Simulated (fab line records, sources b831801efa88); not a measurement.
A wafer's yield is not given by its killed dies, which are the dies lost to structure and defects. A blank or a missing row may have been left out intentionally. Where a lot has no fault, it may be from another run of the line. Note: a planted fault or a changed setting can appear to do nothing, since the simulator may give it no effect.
Struck lot and sound lot, side by side	flow sfq-line	15 out of 325 route steps
Sound: these wafers, L243.2, L243.3, L243.5. Struck: wafer L253.6 (left out: L253.2, a lot-mate that was not struck); the cause follows at the end.
For every step that has rows: the tool of each side, followed by ch and its chambers, followed by its first start. Under that, the readings that differ: sound wafers	struck wafers	difference of the means	sigmas: that difference in standard deviations of wafers without a fault.
alike: readings whose means differ by less than 2 such deviations, and words and numbers that are the same on both sides. not compared: withheld readings, readings that some wafer has no value for, bounds like >300 that may hide the same value, and numbers for which the record gives no deviation and whose values overlap.
A row with sigmas, a row that says differs or no value, or rows on one side alone: a step with any of these is where the two part. Non-overlapping numbers with no deviation appear without sigmas and do not part them. A reading that every wafer of one side lacks parts them only if that side has two wafers or more.

first, 1 step without rows for these wafers: SFQ_TRILAYER_M3_STRIP_SOLV_CLEAN_080 (cleans in NMP, time 600 s).
SFQ_TRILAYER_I3_DEP_PECVD_081: deposits SiO2 from SiH4/N2O, time 111.11 s, target thk 500 nm.
  sound on pecvd-04 ch 1,2, day 44 05:35; struck on pecvd-03 ch 1, day 48 18:20
  alike: heater-power-w, throttle-valve-pct
SFQ_TRILAYER_I3_CMP_CMP_082: polishes SiO2.
  sound on cmp-02 ch 0,2, day 44 21:20; struck on cmp-02 ch 0, day 49 19:33
reading	sound	struck	difference	sigmas
motor-current-A (A)	11.5 8.5 11.4	8.5	-2.0	-2
time-to-endpoint-s (s)	210 215 216	237	+23	+3
  alike: head-pressure-psi
SFQ_I3_BOW_MEAS_922:
  sound on film-metro-01, day 44 23:52; struck on film-metro-01, day 49 20:04
  alike: I3_BOW
SFQ_TRILAYER_I3_METRO_MEASURE_083:
  sound on film-metro-01, day 45 00:10; struck on film-metro-01, day 49 20:22
  alike: thk-nm
then, 6 steps without rows for these wafers: SFQ_TRILAYER_I3_VIA_LITHO_COAT_090 (resist thk 62 nm); SFQ_TRILAYER_I3_VIA_LITHO_COAT_085 (resist thk 650 nm); SFQ_TRILAYER_I3_VIA_LITHO_SOFTBAKE_089; SFQ_TRILAYER_I3_VIA_LITHO_EXPOSE_086 (exposes mask I3, target cd 500 nm); SFQ_TRILAYER_I3_VIA_LITHO_PEB_088 (peb time 60 s); SFQ_TRILAYER_I3_VIA_LITHO_DEVELOP_087 (time 60 s).
-- the record jumps here: 5 days lie between the struck wafers' starts before and after --
SFQ_I3_OVL_MEAS_923:
  sound on overlay-02, day 50 05:59; struck on overlay-01, day 54 18:51
  alike: I3_OVL
SFQ_TRILAYER_I3_VIA_BARC_OPEN_VIA_ETCH_121: etches BARC in O2, target depth 125 nm, time 41.7 s.
  sound on rie-diel-04 ch 1,3, day 50 06:01; struck on rie-diel-01 ch 1, day 54 18:53
  alike: drypump-motor-current-A, oes-product-au
  not compared: rf-hours-counter-h, model.KrF_of_TRILAYER_I3_VIA_LITHO_COAT_085.thk-nm
SFQ_TRILAYER_I3_VIA_ETCH_VIA_ETCH_088: etches SiO2 in CHF3, stops on Nb, target depth 260 nm.
  sound on rie-diel-04 ch 1,3, day 50 06:03; struck on rie-diel-01 ch 1, day 54 18:55
  alike: drypump-motor-current-A, oes-product-au
  not compared: model.KrF_of_TRILAYER_I3_VIA_LITHO_COAT_085.thk-nm
SFQ_TRILAYER_I3_VIA_STRIP_STRIP_089: strips in O2.
  sound on rie-metal-01 ch 0,1, day 50 06:10; struck on rie-metal-02 ch 0, day 54 19:02
  alike: drypump-motor-current-A, he-backside-leak-sccm, oes-product-au
  not compared: rf-hours-counter-h

WHERE THEY PART
SFQ_TRILAYER_I3_CMP_CMP_082 only, going by this record. Later steps at which nothing parts them and some readings are alike: SFQ_I3_BOW_MEAS_922, SFQ_TRILAYER_I3_METRO_MEASURE_083, SFQ_I3_OVL_MEAS_923, SFQ_TRILAYER_I3_VIA_BARC_OPEN_VIA_ETCH_121, SFQ_TRILAYER_I3_VIA_ETCH_VIA_ETCH_088, SFQ_TRILAYER_I3_VIA_STRIP_STRIP_089.

WHY: what had been put in by the simulator
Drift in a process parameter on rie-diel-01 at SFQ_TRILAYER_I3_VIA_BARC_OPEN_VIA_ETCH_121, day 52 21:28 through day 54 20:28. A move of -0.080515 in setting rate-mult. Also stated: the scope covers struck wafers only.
